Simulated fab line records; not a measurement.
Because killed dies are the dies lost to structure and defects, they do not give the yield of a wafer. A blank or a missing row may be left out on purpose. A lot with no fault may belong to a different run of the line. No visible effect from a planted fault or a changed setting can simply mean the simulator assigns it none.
fab line records -- flow gf180mcu
[record] lots = 15, wafers = 45, last_day = 34
route steps=602 shown STI@31 NWELL@44 MVPSD@85
lots with no fault: from the same line, run without faults
start_h: start of the lot's first displayed wafer, in hours after the record's first day -- wait_h: hours since the lot's step before -- " repeats the value in the row above -- L1.1+2: one row covering several wafers at once -- - no value, or no start was given -- * or withheld: withheld -- < > ~ a bound
route shown NAME@n: NAME is a module with steps in the file, n the number in the route of the first one -- usual: average and standard deviation across the fault-free wafers -- same: alike in all rows -- chamber/n: place in a boat -- sites: each site's reading -- _std_site: standard deviation across them -- _edge_site: outer sites' mean less inner sites' -- radius_mm: how far each site lies from the wafer's centre -- mask NAME#n: copy n -- behind: the last tool/chamber to shape the wafer -- hold: cause of the lot's hold/its duration in hours/its outcome -- device: whichever transistor did not switch (one of n, p or np) -- end of line: the same wafers' tests at the end of the route -- for a step that has no rows: nothing shown but its recipe -- killed: at the first sort, the dies lost to defects and structure; wafer yield is something else -- map: the dies of a wafer, with x for killed, . for not killed, _ for no die there
set.NAME: the setting the step ran with; set.NAME@STEP: the setting that earlier step ran with -- model.NAME: the simulator's own value behind a step, which no gauge read
a sample of lots followed through the steps of the route, with each step as a table and each wafer as a row
services: when a tool's chamber went out of use (start_h, in hours from the record's first day, below 0 if earlier), for how many hours, and the reason
[[steps]]
[step GF_STI_THK_MEAS_30]
[recipe] reads = SiO2_of_STI_OXIDATION_29
[usual] STI_OXIDATION_02_THK = 9.90/0.15
lot.wafer,tool,chamber,start_h,wait_h,STI_OXIDATION_02_THK[nm]
L901.2,film_metro-01,-,32.92,0.0,10.11
L901.4,film_metro-01,-,32.92,0.0,9.99
L901.5,film_metro-01,-,32.92,0.0,10.10
L902.3,film_metro-04,-,37.00,0.0,9.94
L902.4,film_metro-04,-,37.00,0.0,10.06
L902.5,film_metro-04,-,37.00,0.0,9.91
L903.2,film_metro-04,-,41.92,0.0,9.57
L903.4,film_metro-04,-,41.92,0.0,10.00
L903.6,film_metro-04,-,41.92,0.0,9.82
L904.1,film_metro-02,-,49.53,0.0,9.68
L904.4,film_metro-02,-,49.53,0.0,9.68
L904.6,film_metro-02,-,49.53,0.0,9.73
L905.1,film_metro-01,-,50.74,0.0,9.89
L905.3,film_metro-01,-,50.74,0.0,9.89
L905.6,film_metro-01,-,50.74,0.0,10.02
L907.2,film_metro-02,-,61.90,0.0,10.09
L907.4,film_metro-02,-,61.90,0.0,10.02
L907.5,film_metro-02,-,61.90,0.0,10.04
L908.1,film_metro-02,-,65.61,0.0,9.77
L908.3,film_metro-02,-,65.61,0.0,9.72
L908.4,film_metro-02,-,65.61,0.0,9.85
L909.2,film_metro-02,-,72.34,0.0,10.03
L909.3,film_metro-02,-,72.34,0.0,10.23
L909.6,film_metro-02,-,72.34,0.0,10.02
L910.1,film_metro-02,-,77.74,0.0,10.13
L910.3,film_metro-02,-,77.74,0.0,9.93
L910.6,film_metro-02,-,77.74,0.0,10.17
L918.2,film_metro-04,-,116.78,0.0,9.58
L918.3,film_metro-04,-,116.78,0.0,9.61
L918.6,film_metro-04,-,116.78,0.0,9.77
L919.3,film_metro-04,-,124.10,0.0,9.66
L919.5,film_metro-04,-,124.10,0.0,9.82
L919.6,film_metro-04,-,124.10,0.0,9.82
L920.3,film_metro-02,-,128.69,0.0,9.89
L920.5,film_metro-02,-,128.69,0.0,10.09
L920.6,film_metro-02,-,128.69,0.0,10.02
L922.3,film_metro-04,-,139.82,0.0,10.06
L922.4,film_metro-04,-,139.82,0.0,9.94
L922.5,film_metro-04,-,139.82,0.0,10.20
L923.1,film_metro-01,-,143.95,0.0,9.87
L923.2,film_metro-01,-,143.95,0.0,9.72
L923.4,film_metro-01,-,143.95,0.0,9.72
L924.1,film_metro-04,-,149.66,0.0,9.76
L924.2,film_metro-04,-,149.66,0.0,9.78
L924.4,film_metro-04,-,149.66,0.0,9.95
[step GF_NWELL_COAT_02]
[recipe] spin_rpm = 2000, resist_thk_nm = 3000
[usual] spin_speed_rpm = 2000.2/1.4
lot.wafer,tool,chamber,start_h,wait_h,spin_speed_rpm
L901.2,litho_track-02,0,51.39,0.1,1999.7
L901.4,litho_track-02,0,51.39,0.1,1999.5
L901.5,litho_track-02,0,51.39,0.1,2000.0
L902.3,litho_track-03,0,55.08,0.1,1999.9
L902.4,litho_track-03,0,55.08,0.1,1998.1
L902.5,litho_track-03,0,55.08,0.1,1999.0
L903.2,litho_track-02,0,59.39,0.1,2000.9
L903.4,litho_track-02,0,59.39,0.1,1999.5
L903.6,litho_track-02,0,59.39,0.1,1999.9
L904.1,litho_track-03,0,68.93,0.1,2000.9
L904.4,litho_track-03,0,68.93,0.1,2001.3
L904.6,litho_track-03,0,68.93,0.1,1999.9
L905.1,litho_track-04,0,69.87,0.1,2001.4
L905.3,litho_track-04,0,69.87,0.1,1998.6
L905.6,litho_track-04,0,69.87,0.1,2000.0
L907.2,litho_track-04,0,81.40,0.1,2001.8
L907.4,litho_track-04,0,81.40,0.1,2002.6
L907.5,litho_track-04,0,81.40,0.1,2000.3
L908.1,litho_track-04,0,85.17,0.1,2000.6
L908.3,litho_track-04,0,85.17,0.1,2001.1
L908.4,litho_track-04,0,85.17,0.1,1999.4
L909.2,litho_track-04,0,91.75,0.1,2001.1
L909.3,litho_track-04,0,91.75,0.1,2002.0
L909.6,litho_track-04,0,91.75,0.1,2000.2
L910.1,litho_track-02,0,98.12,0.1,1997.1
L910.3,litho_track-02,0,98.12,0.1,1998.0
L910.6,litho_track-02,0,98.12,0.1,1998.2
L918.2,litho_track-02,0,138.94,0.1,1999.3
L918.3,litho_track-02,0,138.94,0.1,1999.9
L918.6,litho_track-02,0,138.94,0.1,1999.7
L919.3,litho_track-02,0,147.47,0.1,2000.1
L919.5,litho_track-02,0,147.47,0.1,2000.3
L919.6,litho_track-02,0,147.47,0.1,2000.3
L920.3,litho_track-02,0,151.92,0.1,2000.6
L920.5,litho_track-02,0,151.92,0.1,2001.1
L920.6,litho_track-02,0,151.92,0.1,1999.9
L922.3,litho_track-02,0,162.82,0.1,2002.0
L922.4,litho_track-02,0,162.82,0.1,2001.3
L922.5,litho_track-02,0,162.82,0.1,2000.4
L923.1,litho_track-04,0,167.52,0.1,1997.5
L923.2,litho_track-04,0,167.52,0.1,1997.6
L923.4,litho_track-04,0,167.52,0.1,1999.8
L924.1,litho_track-04,0,173.72,0.1,2000.0
L924.2,litho_track-04,0,173.72,0.1,2000.6
L924.4,litho_track-04,0,173.72,0.1,2001.6
[step GF_NWELL_STRIP_10]
[recipe] chemistry = O2/N2, power_w = 1400, pressure_mtorr = 1500, platen_temp_c = 250, o2_flow_sccm = 3000, n2_flow_sccm = 300, overash_fraction = 0.5
[usual] drypump_motor_current_A = 5.6/0.39, heater_power_w = 334/37, oes_product_au = 0.722/0.005, strip_time_to_endpoint_s = 37.00/0.1
[same] overash_fraction = 0.5
lot.wafer,tool,chamber,start_h,wait_h,drypump_motor_current_A,heater_power_w,oes_product_au,rf_hours_counter_h,strip_time_to_endpoint_s
L901.2,plasma_asher-04,1,57.76,0.1,4.9,322,0.716,24,37.16
L901.4,plasma_asher-04,1,57.76,0.1,4.9,331,0.731,-,37.06
L901.5,plasma_asher-04,1,57.76,0.1,4.9,330,0.720,-,37.14
L902.3,plasma_asher-01,1,61.99,0.1,6.0,302,0.719,-,36.91
L902.4,plasma_asher-01,0,61.99,0.1,5.9,338,0.717,-,36.99
L902.5,plasma_asher-01,0,61.99,0.1,5.9,347,0.715,-,36.88
L903.2,plasma_asher-01,1,66.41,0.1,6.0,294,0.722,42,36.95
L903.4,plasma_asher-01,1,66.41,0.1,6.0,294,0.735,-,37.04
L903.6,plasma_asher-01,0,66.41,0.1,5.9,348,0.716,-,37.04
L904.1,plasma_asher-02,0,76.01,0.1,5.7,284,0.722,44,37.03
L904.4,plasma_asher-02,0,76.01,0.1,5.7,280,0.717,-,36.97
L904.6,plasma_asher-02,1,76.01,0.1,5.9,348,0.717,-,37.05
L905.1,plasma_asher-04,1,76.96,0.1,4.9,320,0.722,26,36.86
L905.3,plasma_asher-04,0,76.96,0.1,5.5,383,0.715,-,36.74
L905.6,plasma_asher-04,1,76.96,0.1,4.9,324,0.720,-,36.89
L907.2,plasma_asher-01,1,88.76,0.1,6.0,290,0.721,45,23.83
L907.4,plasma_asher-01,1,88.76,0.1,6.0,295,0.722,-,23.83
L907.5,plasma_asher-01,1,88.76,0.1,6.0,299,0.718,-,23.81
L908.1,plasma_asher-02,1,92.41,0.1,5.8,335,0.719,46,23.85
L908.3,plasma_asher-02,0,92.41,0.1,5.7,281,0.726,-,23.87
L908.4,plasma_asher-02,1,92.41,0.1,5.8,341,0.723,-,23.84
L909.2,plasma_asher-04,1,99.45,0.1,4.9,339,0.717,28,23.81
L909.3,plasma_asher-04,0,99.45,0.1,5.5,392,0.716,-,23.84
L909.6,plasma_asher-04,1,99.45,0.1,4.9,326,0.722,-,23.85
L910.1,plasma_asher-04,1,105.20,0.1,4.9,329,0.720,29,37.18
L910.3,plasma_asher-04,1,105.20,0.1,4.9,322,0.726,-,37.09
L910.6,plasma_asher-04,0,105.20,0.1,5.5,383,0.712,-,37.15
L918.2,plasma_asher-04,0,147.11,0.1,5.5,392,0.724,33,37.06
L918.3,plasma_asher-04,1,147.11,0.1,4.9,328,0.729,-,37.06
L918.6,plasma_asher-04,0,147.11,0.1,5.5,389,0.721,-,37.03
L919.3,plasma_asher-02,1,155.39,0.1,5.8,338,0.719,-,37.00
L919.5,plasma_asher-02,1,155.39,0.1,5.8,343,0.730,-,36.99
L919.6,plasma_asher-02,0,155.39,0.1,5.7,288,0.728,-,36.98
L920.3,plasma_asher-02,0,159.99,0.1,5.7,287,0.714,-,37.08
L920.5,plasma_asher-02,1,159.99,0.1,5.8,343,0.728,-,37.00
L920.6,plasma_asher-02,0,159.99,0.1,5.7,277,0.721,-,37.07
L922.3,plasma_asher-04,1,171.79,0.1,4.9,329,0.724,-,37.03
L922.4,plasma_asher-04,0,171.79,0.1,5.5,400,0.724,-,37.03
L922.5,plasma_asher-04,1,171.79,0.1,4.9,330,0.720,-,36.84
L923.1,plasma_asher-02,0,176.11,0.1,5.7,280,0.718,55,36.81
L923.2,plasma_asher-02,1,176.11,0.1,5.8,335,0.717,55,36.83
L923.4,plasma_asher-02,0,176.11,0.1,5.7,286,0.728,-,36.85
L924.1,plasma_asher-04,0,182.26,0.1,5.5,386,0.716,37,36.87
L924.2,plasma_asher-04,1,182.26,0.1,4.9,337,0.711,37,36.81
L924.4,plasma_asher-04,0,182.26,0.1,5.5,396,0.721,-,36.97
[step GF_MVPSD_OVL_MEAS_07]
[usual] MVPSD_OVL = 0.1/1.4
lot.wafer,tool,chamber,start_h,wait_h,MVPSD_OVL[nm]
L901.2,overlay-02,-,98.98,-,2.0
L901.4,overlay-02,-,98.98,-,2.7
L901.5,overlay-02,-,98.98,-,1.4
L902.3,overlay-01,-,103.39,-,0.2
L902.4,overlay-01,-,103.39,-,-0.5
L902.5,overlay-01,-,103.39,-,-0.8
L903.2,overlay-01,-,108.28,-,1.9
L903.4,overlay-01,-,108.28,-,-0.6
L903.6,overlay-01,-,108.28,-,0.0
L904.1,overlay-01,-,118.73,-,-0.6
L904.4,overlay-01,-,118.73,-,1.1
L904.6,overlay-01,-,118.73,-,-0.8
L905.1,overlay-02,-,118.87,-,0.0
L905.3,overlay-02,-,118.87,-,-0.4
L905.6,overlay-02,-,118.87,-,0.8
L907.2,overlay-02,-,132.78,-,1.4
L907.4,overlay-02,-,132.78,-,1.0
L907.5,overlay-02,-,132.78,-,2.3
L908.1,overlay-02,-,136.97,-,-1.1
L908.3,overlay-02,-,136.97,-,-0.1
L908.4,overlay-02,-,136.97,-,-0.3
L909.2,overlay-02,-,143.68,-,-1.1
L909.3,overlay-02,-,143.68,-,-1.2
L909.6,overlay-02,-,143.68,-,-0.8
L910.1,overlay-02,-,150.62,-,-2.6
L910.3,overlay-02,-,150.62,-,-2.3
L910.6,overlay-02,-,150.62,-,-1.6
L918.2,overlay-02,-,195.53,-,-0.2
L918.3,overlay-02,-,195.53,-,1.0
L918.6,overlay-02,-,195.53,-,1.7
L919.3,overlay-01,-,205.98,-,1.3
L919.5,overlay-01,-,205.98,-,1.0
L919.6,overlay-01,-,205.98,-,0.7
L920.3,overlay-01,-,211.13,-,-0.8
L920.5,overlay-01,-,211.13,-,1.0
L920.6,overlay-01,-,211.13,-,0.2
L922.3,overlay-02,-,221.54,-,-0.1
L922.4,overlay-02,-,221.54,-,-0.7
L922.5,overlay-02,-,221.54,-,-0.6
L923.1,overlay-02,-,225.67,-,-2.2
L923.2,overlay-02,-,225.67,-,-1.3
L923.4,overlay-02,-,225.67,-,-2.1
L924.1,overlay-02,-,233.92,-,0.3
L924.2,overlay-02,-,233.92,-,0.0
L924.4,overlay-02,-,233.92,-,-0.6
[step GF_MVPSD_TW_MEAS_11]
[usual] MVPSD_TW = 549.9/2.7
lot.wafer,tool,chamber,start_h,wait_h,MVPSD_TW
L901.2,film_metro-01,-,99.42,0.1,549.8
L901.4,film_metro-01,-,99.42,0.1,551.2
L901.5,film_metro-01,-,99.42,0.1,551.7
L902.3,film_metro-03,-,103.83,0.1,549.7
L902.4,film_metro-03,-,103.83,0.1,549.4
L902.5,film_metro-03,-,103.83,0.1,551.6
L903.2,film_metro-04,-,108.72,0.1,546.2
L903.4,film_metro-04,-,108.72,0.1,545.0
L903.6,film_metro-04,-,108.72,0.1,544.1
L904.1,film_metro-04,-,119.16,0.1,546.8
L904.4,film_metro-04,-,119.16,0.1,543.5
L904.6,film_metro-04,-,119.16,0.1,545.4
L905.1,film_metro-01,-,119.30,0.1,553.1
L905.3,film_metro-01,-,119.30,0.1,554.0
L905.6,film_metro-01,-,119.30,0.1,552.7
L907.2,film_metro-04,-,133.22,0.1,547.6
L907.4,film_metro-04,-,133.22,0.1,547.4
L907.5,film_metro-04,-,133.22,0.1,546.5
L908.1,film_metro-04,-,137.40,0.1,546.7
L908.3,film_metro-04,-,137.40,0.1,544.7
L908.4,film_metro-04,-,137.40,0.1,547.3
L909.2,film_metro-03,-,144.12,0.1,553.4
L909.3,film_metro-03,-,144.12,0.1,553.1
L909.6,film_metro-03,-,144.12,0.1,552.2
L910.1,film_metro-03,-,151.06,0.1,553.1
L910.3,film_metro-03,-,151.06,0.1,547.7
L910.6,film_metro-03,-,151.06,0.1,552.8
L918.2,film_metro-01,-,195.97,0.1,549.7
L918.3,film_metro-01,-,195.97,0.1,545.7
L918.6,film_metro-01,-,195.97,0.1,549.2
L919.3,film_metro-01,-,206.43,0.1,550.0
L919.5,film_metro-01,-,206.43,0.1,548.8
L919.6,film_metro-01,-,206.43,0.1,549.3
L920.3,film_metro-01,-,211.58,0.1,546.6
L920.5,film_metro-01,-,211.58,0.1,551.2
L920.6,film_metro-01,-,211.58,0.1,550.1
L922.3,film_metro-03,-,221.98,0.1,553.4
L922.4,film_metro-03,-,221.98,0.1,551.9
L922.5,film_metro-03,-,221.98,0.1,550.2
L923.1,film_metro-03,-,226.11,0.1,551.2
L923.2,film_metro-03,-,226.11,0.1,553.6
L923.4,film_metro-03,-,226.11,0.1,553.0
L924.1,film_metro-04,-,234.35,0.1,547.9
L924.2,film_metro-04,-,234.35,0.1,544.9
L924.4,film_metro-04,-,234.35,0.1,546.1
[[services]]
tool,chamber,start_h,hours,kind
plasma_asher-01,-,29.19,2.3,repair
plasma_asher-02,-,80.00,2.8,pm
plasma_asher-01,-,153.74,2.8,pm
[[key]]
[first_sign] step = GF_NWELL_STRIP_10, reading = strip_time_to_endpoint_s, direction = down, sigmas = 99+, usual = *, struck = *
effect none on later readings
met_at GF_NWELL_COAT_02
struck_lots L907,L908,L909
sort_left_out L907.2,L907.4,L907.5
tester_left_out L907,L908,L909
not_acting_at GF_STI_THK_MEAS_30,GF_MVPSD_OVL_MEAS_07,GF_MVPSD_TW_MEAS_11
onset_between 69.87 81.40
[fault] kind = process_parameter_drift, tool = litho_track-04, chamber = -, onset_h = 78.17, steps = GF_NWELL_COAT_02, channel = resist_thk_nm, offset = *, shape = step, end_h = 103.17, acts_in = *, stated = *
// tester_left_out: of these lots the tester's yield and bins aren't shown, on N5 and GAA mostly nor the transistor test; their killed dies are dies lost to structure and defects alone, not to doping, threshold or leakage, so they don't give the yield
// sort_left_out: the simulated sort isn't trusted on such a fault, so these wafers' sort isn't shown, and their yield isn't known
